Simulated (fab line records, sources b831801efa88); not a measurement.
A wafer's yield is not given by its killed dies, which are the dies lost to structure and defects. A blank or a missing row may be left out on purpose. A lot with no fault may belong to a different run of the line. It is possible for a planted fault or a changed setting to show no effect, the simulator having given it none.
Matching of chambers	flow sky130	SKY_VIA1_ETCH_15 on rie diel-04: 4 sister chambers
The step etches SiO2 in C4F8/O2/Ar, stops on TiN, target depth 351 nm, time 54 s. 18 wafers are shown with their chamber, then 9 later ones without.

## EACH WAFER AND ITS CHAMBER
wafer	chamber	oes product au (a.u.)
L078.2	2	0.981
L078.4	3	0.979
L078.5	2	0.983
L080.3	3	0.981
L080.5	2	0.980
L080.6	3	0.980
L086.2	3	0.981
L086.4	0	0.986
L086.6	2	0.981
L089.2	2	0.982
L089.3	1	0.984
L089.5	3	0.980
L093.1	2	0.986
L093.2	3	0.991
L093.3	0	0.987
L094.1	0	0.985
L094.2	3	0.986
L094.3	2	0.986

SIGNATURES (means of the wafers above)
reading	chamber 0	chamber 1	chamber 2	chamber 3	scatter within a chamber
oes product au	0.98600	0.98400	0.98271	0.98257	0.00329
Rule: a wafer's distance from a chamber is the root of the sum, over the readings, of the square of ((its reading less the chamber's mean) divided by the reading's scatter). The wafer belongs to the nearest chamber; if the next one is less than 2 further off, it can't be placed. The scatter is the square root of a quotient: the sum, over the shown wafers, of each reading's squared deviation from its chamber's mean, divided by wafers minus chambers.

## WAFERS WITH NO CHAMBER GIVEN
wafer	oes product au (a.u.)
L094.4	0.990
L094.5	0.977
L094.6	0.979
L096.1	0.984
L096.2	0.981
L096.3	0.985
L096.4	0.982
L096.5	0.977
L096.6	0.982

## WHICH CHAMBER EACH ONE RAN IN
wafer	from the rows above	in truth
L094.4	can't be placed: 0 or 1 or 2 or 3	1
L094.5	can't be placed: 3 or 2 or 1 or 0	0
L094.6	can't be placed: 3 or 2 or 1 or 0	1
L096.1	can't be placed: 1 or 2 or 3 or 0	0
L096.2	can't be placed: 3 or 2 or 1 or 0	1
L096.3	can't be placed: 0 or 1 or 2 or 3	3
L096.4	can't be placed: 3 or 2 or 1 or 0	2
L096.5	can't be placed: 3 or 2 or 1 or 0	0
L096.6	can't be placed: 3 or 2 or 1 or 0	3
0 of 9 placed correctly. From these rows, 9 cannot be placed; in 9 the true chamber is one of the candidates. 0 placed wrongly.
